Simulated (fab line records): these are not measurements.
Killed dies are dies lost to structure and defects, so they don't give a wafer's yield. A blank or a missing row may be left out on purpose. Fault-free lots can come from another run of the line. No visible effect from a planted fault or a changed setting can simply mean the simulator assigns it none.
fab line records / flow sky130
[record] lots = 5 wafers = 15 lastDay = 49
route steps=708 shown VIA1@468
lots untouched by any fault: they come from a run of this same line in which no faults occurred
startH: hours from the record's opening day to when the first of the lot's shown wafers began / waitH: hours from the lot's prior step to this one / " same as the row above / L1.1+2: one row covering several wafers at once / - value missing, or start not given / * or withheld: withheld / < > ~ a bound
route shown NAME@n: NAME is a module with steps in the file, n the number in the route of the first one / usual: mean and standard deviation over wafers with no fault / same: alike in all rows / chamber/n: place in a boat / sites: each site's reading / _std_site: the values' standard deviation / _edge_site: inner sites' mean taken away from outer sites' mean / radiusMm: for every site, how far away it sits from the centre of the wafer / mask NAME#n: copy n / behind: the most recent tool/chamber to have shaped the wafer / hold: why the lot was held/for how many hours/how that ended / device: transistor that didn't switch, given as n, p or np / end of line: at the end of the route, the tests of the same wafers / step lacking rows: just its recipe / killed: at the first sort, the dies lost to defects and structure; wafer yield is something else / map: the dies of a wafer, with x for killed, . for not killed, _ for no die there
set.NAME: the run value of the setting; set.NAME@STEP: its run value at that earlier step / model.NAME: the simulator's own value behind a step, which no gauge read
lots at selected steps of the route; one table per step, one row per wafer
services: a tool's chamber out of use, with start hour (startH, from the record's first day; less than 0 if before it), hours out, and reason
[[steps]]
[step SKY_VIA1_PEB_10]
[recipe] pebTempC = withheld pebTimeS = withheld resist = KrF-thick
lot.wafer=L080.1+2+6 tool=lithoTrack-01 chamber=0 startH=- waitH=-
lot.wafer=L081.3+4+6 tool=lithoTrack-04 chamber=0 startH=- waitH=-
lot.wafer=L086.1+2+6 tool=lithoTrack-04 chamber=0 startH=- waitH=-
lot.wafer=L087.4+5+6 tool=lithoTrack-04 chamber=0 startH=- waitH=-
lot.wafer=L094.1+2+3 tool=lithoTrack-03 chamber=0 startH=- waitH=-
[step SKY_VIA1_DEVELOP_11]
[recipe] developTimeS = 60 resist = KrF-thick devTempC = 21
[usual] developerTempC = 21.02/0.099
lot.wafer=L080.1 tool=lithoTrack-01 chamber=0 startH=- waitH=- developerTempC=21.20
lot.wafer=L080.2 tool=lithoTrack-01 chamber=0 startH=- waitH=- developerTempC=20.90
lot.wafer=L080.6 tool=lithoTrack-01 chamber=0 startH=- waitH=- developerTempC=21.01
lot.wafer=L081.3 tool=lithoTrack-04 chamber=0 startH=- waitH=- developerTempC=21.01
lot.wafer=L081.4 tool=lithoTrack-04 chamber=0 startH=- waitH=- developerTempC=21.00
lot.wafer=L081.6 tool=lithoTrack-04 chamber=0 startH=- waitH=- developerTempC=21.01
lot.wafer=L086.1 tool=lithoTrack-04 chamber=0 startH=- waitH=- developerTempC=21.24
lot.wafer=L086.2 tool=lithoTrack-04 chamber=0 startH=- waitH=- developerTempC=21.14
lot.wafer=L086.6 tool=lithoTrack-04 chamber=0 startH=- waitH=- developerTempC=21.14
lot.wafer=L087.4 tool=lithoTrack-04 chamber=0 startH=- waitH=- developerTempC=20.82
lot.wafer=L087.5 tool=lithoTrack-04 chamber=0 startH=- waitH=- developerTempC=20.92
lot.wafer=L087.6 tool=lithoTrack-04 chamber=0 startH=- waitH=- developerTempC=20.99
lot.wafer=L094.1 tool=lithoTrack-03 chamber=0 startH=- waitH=- developerTempC=21.05
lot.wafer=L094.2 tool=lithoTrack-03 chamber=0 startH=- waitH=- developerTempC=20.90
lot.wafer=L094.3 tool=lithoTrack-03 chamber=0 startH=- waitH=- developerTempC=20.92
[step SKY_VIA1_CD_MEAS_12]
[recipe] targetCdNm = 150
[usual] cdNm = 149.6/1.7
lot.wafer=L080.1 tool=cdSem-02 chamber=- startH=838.58 waitH=- cdNm=150.6
lot.wafer=L080.2 tool=cdSem-02 chamber=- startH=838.58 waitH=- cdNm=148.6
lot.wafer=L080.6 tool=cdSem-02 chamber=- startH=838.58 waitH=- cdNm=151.4
lot.wafer=L081.3 tool=cdSem-02 chamber=- startH=842.64 waitH=- cdNm=149.9
lot.wafer=L081.4 tool=cdSem-02 chamber=- startH=842.64 waitH=- cdNm=148.1
lot.wafer=L081.6 tool=cdSem-02 chamber=- startH=842.64 waitH=- cdNm=148.8
lot.wafer=L086.1 tool=cdSem-02 chamber=- startH=877.35 waitH=- cdNm=153.0
lot.wafer=L086.2 tool=cdSem-02 chamber=- startH=877.35 waitH=- cdNm=152.6
lot.wafer=L086.6 tool=cdSem-02 chamber=- startH=877.35 waitH=- cdNm=155.0
lot.wafer=L087.4 tool=cdSem-02 chamber=- startH=885.36 waitH=- cdNm=147.0
lot.wafer=L087.5 tool=cdSem-02 chamber=- startH=885.36 waitH=- cdNm=147.5
lot.wafer=L087.6 tool=cdSem-02 chamber=- startH=885.36 waitH=- cdNm=146.8
lot.wafer=L094.1 tool=cdSem-02 chamber=- startH=934.32 waitH=- cdNm=147.9
lot.wafer=L094.2 tool=cdSem-02 chamber=- startH=934.32 waitH=- cdNm=147.9
lot.wafer=L094.3 tool=cdSem-02 chamber=- startH=934.32 waitH=- cdNm=149.8
[step SKY_VIA1_OVL_MEAS_13]
[usual] VIA1_OVL = 1/5.5
lot.wafer=L080.1 tool=overlay-02 chamber=- startH=838.70 waitH=0.1 VIA1_OVL[nm]=-2
lot.wafer=L080.2 tool=overlay-02 chamber=- startH=838.70 waitH=0.1 VIA1_OVL[nm]=-4
lot.wafer=L080.6 tool=overlay-02 chamber=- startH=838.70 waitH=0.1 VIA1_OVL[nm]=-4
lot.wafer=L081.3 tool=overlay-01 chamber=- startH=842.73 waitH=0.1 VIA1_OVL[nm]=6
lot.wafer=L081.4 tool=overlay-01 chamber=- startH=842.73 waitH=0.1 VIA1_OVL[nm]=-2
lot.wafer=L081.6 tool=overlay-01 chamber=- startH=842.73 waitH=0.1 VIA1_OVL[nm]=-3
lot.wafer=L086.1 tool=overlay-01 chamber=- startH=877.47 waitH=0.1 VIA1_OVL[nm]=5
lot.wafer=L086.2 tool=overlay-01 chamber=- startH=877.47 waitH=0.1 VIA1_OVL[nm]=-1
lot.wafer=L086.6 tool=overlay-01 chamber=- startH=877.47 waitH=0.1 VIA1_OVL[nm]=-2
lot.wafer=L087.4 tool=overlay-02 chamber=- startH=885.43 waitH=0.1 VIA1_OVL[nm]=0
lot.wafer=L087.5 tool=overlay-02 chamber=- startH=885.43 waitH=0.1 VIA1_OVL[nm]=0
lot.wafer=L087.6 tool=overlay-02 chamber=- startH=885.43 waitH=0.1 VIA1_OVL[nm]=-10
lot.wafer=L094.1 tool=overlay-02 chamber=- startH=934.44 waitH=0.1 VIA1_OVL[nm]=0
lot.wafer=L094.2 tool=overlay-02 chamber=- startH=934.44 waitH=0.1 VIA1_OVL[nm]=2
lot.wafer=L094.3 tool=overlay-02 chamber=- startH=934.44 waitH=0.1 VIA1_OVL[nm]=-2
[step SKY_VIA1_ETCH_14]
[recipe] chemistry = N2/H2 target = BARC ionEnergyEv = 200 sourceW = 500 biasW = 100 pressureMtorr = 30 n2FlowSccm = 100 h2FlowSccm = 200 stopOn = SiO2 timeS = 45.9 targetDepthA = 600
[usual] drypumpMotorCurrentA = 5.6/0.42 oesProductAu = 0.855/0.0051 throttleValvePct = 13.226/0.0089
lot.wafer=L080.1 tool=rieDiel-03 chamber=3 startH=838.73 waitH=0.0 drypumpMotorCurrentA=5.7 oesProductAu=0.863 rfHoursCounterH=10 throttleValvePct=13.238
lot.wafer=L080.2 tool=rieDiel-03 chamber=0 startH=838.73 waitH=0.0 drypumpMotorCurrentA=5.8 oesProductAu=0.844 rfHoursCounterH=11 throttleValvePct=13.224
lot.wafer=L080.6 tool=rieDiel-03 chamber=0 startH=838.73 waitH=0.0 drypumpMotorCurrentA=5.8 oesProductAu=0.857 rfHoursCounterH=- throttleValvePct=13.239
lot.wafer=L081.3 tool=rieDiel-02 chamber=3 startH=842.75 waitH=0.0 drypumpMotorCurrentA=5.7 oesProductAu=0.854 rfHoursCounterH=13 throttleValvePct=13.233
lot.wafer=L081.4 tool=rieDiel-02 chamber=1 startH=842.75 waitH=0.0 drypumpMotorCurrentA=6.4 oesProductAu=0.847 rfHoursCounterH=12 throttleValvePct=13.223
lot.wafer=L081.6 tool=rieDiel-02 chamber=2 startH=842.75 waitH=0.0 drypumpMotorCurrentA=4.9 oesProductAu=0.841 rfHoursCounterH=- throttleValvePct=13.222
lot.wafer=L086.1 tool=rieDiel-02 chamber=1 startH=877.50 waitH=0.0 drypumpMotorCurrentA=6.4 oesProductAu=0.852 rfHoursCounterH=13 throttleValvePct=13.248
lot.wafer=L086.2 tool=rieDiel-02 chamber=2 startH=877.50 waitH=0.0 drypumpMotorCurrentA=4.9 oesProductAu=0.851 rfHoursCounterH=7 throttleValvePct=13.222
lot.wafer=L086.6 tool=rieDiel-02 chamber=2 startH=877.50 waitH=0.0 drypumpMotorCurrentA=4.9 oesProductAu=0.846 rfHoursCounterH=- throttleValvePct=13.227
lot.wafer=L087.4 tool=rieDiel-02 chamber=2 startH=885.45 waitH=0.0 drypumpMotorCurrentA=4.9 oesProductAu=0.848 rfHoursCounterH=8 throttleValvePct=13.236
lot.wafer=L087.5 tool=rieDiel-02 chamber=3 startH=885.45 waitH=0.0 drypumpMotorCurrentA=5.7 oesProductAu=0.849 rfHoursCounterH=- throttleValvePct=13.232
lot.wafer=L087.6 tool=rieDiel-02 chamber=0 startH=885.45 waitH=0.0 drypumpMotorCurrentA=5.5 oesProductAu=0.850 rfHoursCounterH=- throttleValvePct=13.235
lot.wafer=L094.1 tool=rieDiel-04 chamber=1 startH=934.48 waitH=0.0 drypumpMotorCurrentA=5.1 oesProductAu=0.856 rfHoursCounterH=26 throttleValvePct=13.228
lot.wafer=L094.2 tool=rieDiel-04 chamber=3 startH=934.48 waitH=0.0 drypumpMotorCurrentA=5.3 oesProductAu=0.854 rfHoursCounterH=10 throttleValvePct=13.215
lot.wafer=L094.3 tool=rieDiel-04 chamber=0 startH=934.48 waitH=0.0 drypumpMotorCurrentA=5.2 oesProductAu=0.857 rfHoursCounterH=4 throttleValvePct=13.223
[step SKY_VIA1_ETCH_15]
[recipe] target = SiO2 chemistry = C4F8/O2/Ar targetDepthNm = 351 stopOn = TiN maskMaterial = KrF-thick sourceW = 1500 biasW = 1200 pressureMtorr = 40 c4f8FlowSccm = withheld O2_flow_sccm = 6 Ar_flow_sccm = 300 timeS = 54
[usual] oesProductAu = 0.981/0.0053
lot.wafer=L080.1 tool=rieDiel-03 chamber=3 startH=838.78 waitH=0.0 oesProductAu=0.977 rfHoursCounterH=10
lot.wafer=L080.2 tool=rieDiel-03 chamber=0 startH=838.78 waitH=0.0 oesProductAu=0.985 rfHoursCounterH=11
lot.wafer=L080.6 tool=rieDiel-03 chamber=0 startH=838.78 waitH=0.0 oesProductAu=0.987 rfHoursCounterH=-
lot.wafer=L081.3 tool=rieDiel-02 chamber=3 startH=842.79 waitH=0.0 oesProductAu=0.974 rfHoursCounterH=13
lot.wafer=L081.4 tool=rieDiel-02 chamber=1 startH=842.79 waitH=0.0 oesProductAu=0.983 rfHoursCounterH=12
lot.wafer=L081.6 tool=rieDiel-02 chamber=2 startH=842.79 waitH=0.0 oesProductAu=0.984 rfHoursCounterH=-
lot.wafer=L086.1 tool=rieDiel-02 chamber=1 startH=877.54 waitH=0.0 oesProductAu=0.982 rfHoursCounterH=13
lot.wafer=L086.2 tool=rieDiel-02 chamber=2 startH=877.54 waitH=0.0 oesProductAu=0.970 rfHoursCounterH=7
lot.wafer=L086.6 tool=rieDiel-02 chamber=2 startH=877.54 waitH=0.0 oesProductAu=0.973 rfHoursCounterH=-
lot.wafer=L087.4 tool=rieDiel-02 chamber=2 startH=885.49 waitH=0.0 oesProductAu=0.981 rfHoursCounterH=8
lot.wafer=L087.5 tool=rieDiel-02 chamber=3 startH=885.49 waitH=0.0 oesProductAu=0.978 rfHoursCounterH=-
lot.wafer=L087.6 tool=rieDiel-02 chamber=0 startH=885.49 waitH=0.0 oesProductAu=0.978 rfHoursCounterH=-
lot.wafer=L094.1 tool=rieDiel-04 chamber=1 startH=934.52 waitH=0.0 oesProductAu=0.981 rfHoursCounterH=26
lot.wafer=L094.2 tool=rieDiel-04 chamber=3 startH=934.52 waitH=0.0 oesProductAu=0.986 rfHoursCounterH=10
lot.wafer=L094.3 tool=rieDiel-04 chamber=0 startH=934.52 waitH=0.0 oesProductAu=0.980 rfHoursCounterH=4
[step SKY_VIA1_STRIP_16]
[recipe] chemistry = O2/N2 powerW = 1400 pressureMtorr = 1500 platenTempC = withheld o2FlowSccm = 3000 n2FlowSccm = 300 overashFraction = 0.5
[usual] drypumpMotorCurrentA = 6.0/0.42 oesProductAu = 0.416/0.0047 stripTimeToEndpointS = 4.463/0.024
lot.wafer=L080.1 tool=plasmaAsher-01 chamber=0 startH=838.82 waitH=0.0 drypumpMotorCurrentA=5.1 oesProductAu=0.417 rfHoursCounterH=10 stripTimeToEndpointS=4.491
lot.wafer=L080.2 tool=plasmaAsher-01 chamber=1 startH=838.82 waitH=0.0 drypumpMotorCurrentA=6.1 oesProductAu=0.418 rfHoursCounterH=10 stripTimeToEndpointS=4.486
lot.wafer=L080.6 tool=plasmaAsher-01 chamber=1 startH=838.82 waitH=0.0 drypumpMotorCurrentA=6.1 oesProductAu=0.415 rfHoursCounterH=- stripTimeToEndpointS=4.475
lot.wafer=L081.3 tool=plasmaAsher-01 chamber=1 startH=842.87 waitH=0.1 drypumpMotorCurrentA=6.1 oesProductAu=0.408 rfHoursCounterH=- stripTimeToEndpointS=4.420
lot.wafer=L081.4 tool=plasmaAsher-01 chamber=0 startH=842.87 waitH=0.1 drypumpMotorCurrentA=5.1 oesProductAu=0.418 rfHoursCounterH=- stripTimeToEndpointS=4.435
lot.wafer=L081.6 tool=plasmaAsher-01 chamber=1 startH=842.87 waitH=0.1 drypumpMotorCurrentA=6.1 oesProductAu=0.405 rfHoursCounterH=- stripTimeToEndpointS=4.439
lot.wafer=L086.1 tool=plasmaAsher-04 chamber=1 startH=877.59 waitH=0.0 drypumpMotorCurrentA=6.3 oesProductAu=0.414 rfHoursCounterH=45 stripTimeToEndpointS=4.452
lot.wafer=L086.2 tool=plasmaAsher-04 chamber=0 startH=877.59 waitH=0.0 drypumpMotorCurrentA=5.9 oesProductAu=0.418 rfHoursCounterH=45 stripTimeToEndpointS=4.466
lot.wafer=L086.6 tool=plasmaAsher-04 chamber=0 startH=877.59 waitH=0.0 drypumpMotorCurrentA=5.9 oesProductAu=0.411 rfHoursCounterH=- stripTimeToEndpointS=4.469
lot.wafer=L087.4 tool=plasmaAsher-04 chamber=0 startH=885.57 waitH=0.1 drypumpMotorCurrentA=5.9 oesProductAu=0.408 rfHoursCounterH=- stripTimeToEndpointS=4.462
lot.wafer=L087.5 tool=plasmaAsher-04 chamber=1 startH=885.57 waitH=0.1 drypumpMotorCurrentA=6.3 oesProductAu=0.417 rfHoursCounterH=- stripTimeToEndpointS=4.458
lot.wafer=L087.6 tool=plasmaAsher-04 chamber=0 startH=885.57 waitH=0.1 drypumpMotorCurrentA=5.9 oesProductAu=0.412 rfHoursCounterH=- stripTimeToEndpointS=4.440
lot.wafer=L094.1 tool=plasmaAsher-03 chamber=1 startH=934.57 waitH=0.0 drypumpMotorCurrentA=6.1 oesProductAu=0.415 rfHoursCounterH=107 stripTimeToEndpointS=4.416
lot.wafer=L094.2 tool=plasmaAsher-03 chamber=0 startH=934.57 waitH=0.0 drypumpMotorCurrentA=6.5 oesProductAu=0.408 rfHoursCounterH=107 stripTimeToEndpointS=4.434
lot.wafer=L094.3 tool=plasmaAsher-03 chamber=1 startH=934.57 waitH=0.0 drypumpMotorCurrentA=6.1 oesProductAu=0.420 rfHoursCounterH=- stripTimeToEndpointS=4.467
[step SKY_VIA1_STRIP_17]
[recipe] chemistry = postEtchResidueRemover timeS = 1200 tempC = 72.5
lot.wafer=L080.1+2+6 tool=wetBench-03 chamber=3 startH=838.92 waitH=0.1
lot.wafer=L081.3+4+6 tool=wetBench-03 chamber=3 startH=842.94 waitH=0.0
lot.wafer=L086.1+2+6 tool=wetBench-04 chamber=1 startH=877.69 waitH=0.1
lot.wafer=L087.4+5+6 tool=wetBench-04 chamber=2 startH=885.64 waitH=0.0
lot.wafer=L094.1+2+3 tool=wetBench-04 chamber=0 startH=934.67 waitH=0.1
[step SKY_VIA1_CLEAN_18]
[recipe] chemistry = IPA timeS = 180 tempC = 25
lot.wafer=L080.1+2+6 tool=wetBench-04 chamber=2 startH=839.27 waitH=0.0
lot.wafer=L081.3+4+6 tool=wetBench-01 chamber=3 startH=843.28 waitH=0.0
lot.wafer=L086.1+2+6 tool=wetBench-01 chamber=1 startH=878.10 waitH=0.0
lot.wafer=L087.4+5+6 tool=wetBench-03 chamber=0 startH=886.01 waitH=0.0
lot.wafer=L094.1+2+3 tool=wetBench-04 chamber=1 startH=935.01 waitH=0.0
[step SKY_VIA1_CLEAN_19]
[recipe] chemistry = O3/DIW dry = n2Spin
lot.wafer=L080.1+2+6 tool=wetBench-01 chamber=3 startH=839.32 waitH=0.0
lot.wafer=L081.3+4+6 tool=wetBench-03 chamber=1 startH=843.35 waitH=0.0
lot.wafer=L086.1+2+6 tool=wetBench-04 chamber=3 startH=878.16 waitH=0.0
lot.wafer=L087.4+5+6 tool=wetBench-01 chamber=1 startH=886.08 waitH=0.0
lot.wafer=L094.1+2+3 tool=wetBench-03 chamber=0 startH=935.07 waitH=0.0
[step SKY_VIA1_SPUTTER_20]
[recipe] material = TiN targetThkNm = 20 chamberPressurePa = 5 powerW = 4000 timeS = 80
[usual] throttleValvePct = 30.1/0.96
lot.wafer=L080.1 tool=pvdSputter-04 chamber=- startH=839.42 waitH=0.0 throttleValvePct=29.6
lot.wafer=L080.2 tool=pvdSputter-04 chamber=- startH=839.42 waitH=0.0 throttleValvePct=29.8
lot.wafer=L080.6 tool=pvdSputter-04 chamber=- startH=839.42 waitH=0.0 throttleValvePct=31.3
lot.wafer=L081.3 tool=pvdSputter-04 chamber=- startH=843.44 waitH=0.0 throttleValvePct=29.8
lot.wafer=L081.4 tool=pvdSputter-04 chamber=- startH=843.44 waitH=0.0 throttleValvePct=31.4
lot.wafer=L081.6 tool=pvdSputter-04 chamber=- startH=843.44 waitH=0.0 throttleValvePct=29.7
lot.wafer=L086.1 tool=pvdSputter-03 chamber=- startH=878.26 waitH=0.0 throttleValvePct=31.3
lot.wafer=L086.2 tool=pvdSputter-03 chamber=- startH=878.26 waitH=0.0 throttleValvePct=31.2
lot.wafer=L086.6 tool=pvdSputter-03 chamber=- startH=878.26 waitH=0.0 throttleValvePct=29.3
lot.wafer=L087.4 tool=pvdSputter-01 chamber=- startH=886.18 waitH=0.0 throttleValvePct=30.0
lot.wafer=L087.5 tool=pvdSputter-01 chamber=- startH=886.18 waitH=0.0 throttleValvePct=28.7
lot.wafer=L087.6 tool=pvdSputter-01 chamber=- startH=886.18 waitH=0.0 throttleValvePct=29.8
lot.wafer=L094.1 tool=pvdSputter-03 chamber=- startH=935.17 waitH=0.0 throttleValvePct=31.1
lot.wafer=L094.2 tool=pvdSputter-03 chamber=- startH=935.17 waitH=0.0 throttleValvePct=29.3
lot.wafer=L094.3 tool=pvdSputter-03 chamber=- startH=935.17 waitH=0.0 throttleValvePct=31.4
[step SKY_VIA1_CVD_21]
[recipe] material = W targetThkNm = 270 timeS = 80.902 tempC = 400 pressureTorr = 40
[usual] heaterPowerW = 900/130
lot.wafer=L080.1 tool=cvdW-02 chamber=1 startH=839.48 waitH=0.0 heaterPowerW=725
lot.wafer=L080.2 tool=cvdW-02 chamber=0 startH=839.48 waitH=0.0 heaterPowerW=809
lot.wafer=L080.6 tool=cvdW-02 chamber=1 startH=839.48 waitH=0.0 heaterPowerW=700
lot.wafer=L081.3 tool=cvdW-02 chamber=1 startH=843.53 waitH=0.1 heaterPowerW=730
lot.wafer=L081.4 tool=cvdW-02 chamber=0 startH=843.53 waitH=0.1 heaterPowerW=822
lot.wafer=L081.6 tool=cvdW-02 chamber=1 startH=843.53 waitH=0.1 heaterPowerW=734
lot.wafer=L086.1 tool=cvdW-01 chamber=1 startH=878.32 waitH=0.0 heaterPowerW=1007
lot.wafer=L086.2 tool=cvdW-01 chamber=0 startH=878.32 waitH=0.0 heaterPowerW=1020
lot.wafer=L086.6 tool=cvdW-01 chamber=0 startH=878.32 waitH=0.0 heaterPowerW=1021
lot.wafer=L087.4 tool=cvdW-02 chamber=0 startH=886.27 waitH=0.1 heaterPowerW=805
lot.wafer=L087.5 tool=cvdW-02 chamber=1 startH=886.27 waitH=0.1 heaterPowerW=712
lot.wafer=L087.6 tool=cvdW-02 chamber=0 startH=886.27 waitH=0.1 heaterPowerW=813
lot.wafer=L094.1 tool=cvdW-02 chamber=1 startH=935.23 waitH=0.0 heaterPowerW=698
lot.wafer=L094.2 tool=cvdW-02 chamber=0 startH=935.23 waitH=0.0 heaterPowerW=770
lot.wafer=L094.3 tool=cvdW-02 chamber=0 startH=935.23 waitH=0.0 heaterPowerW=766
[[services]]
tool=pvdSputter-03 chamber=- startH=816.81 hours=5.6 kind=repair
tool=pvdSputter-03 chamber=3 startH=832.59 hours=- kind=consumableReplace:kit
tool=pvdSputter-03 chamber=3 startH=832.59 hours=18.0 kind=scheduledDown
tool=pvdSputter-03 chamber=3 startH=832.59 hours=18.0 kind=ventCycle
tool=rieDiel-04 chamber=3 startH=842.89 hours=2.9 kind=repair
tool=cvdW-01 chamber=- startH=872.66 hours=3.8 kind=pm
tool=rieDiel-02 chamber=- startH=887.63 hours=0.6 kind=repair
tool=cvdW-01 chamber=- startH=891.72 hours=0.8 kind=repair
tool=rieDiel-03 chamber=3 startH=897.10 hours=15.2 kind=repair
tool=cvdW-02 chamber=- startH=904.00 hours=14.0 kind=pm
tool=cvdW-02 chamber=0 startH=904.00 hours=14.0 kind=ventCycle
tool=cvdW-02 chamber=1 startH=904.00 hours=14.0 kind=ventCycle
tool=cvdW-02 chamber=0 startH=918.00 hours=- kind=clean
tool=cvdW-02 chamber=1 startH=918.00 hours=- kind=clean
tool=rieDiel-02 chamber=0 startH=918.96 hours=4.1 kind=repair
tool=rieDiel-02 chamber=3 startH=919.94 hours=6.9 kind=repair
tool=rieDiel-04 chamber=- startH=924.84 hours=0.1 kind=repair
tool=lithoTrack-01 chamber=- startH=925.60 hours=- kind=consumableReplace:filter
[[key]]
fault none
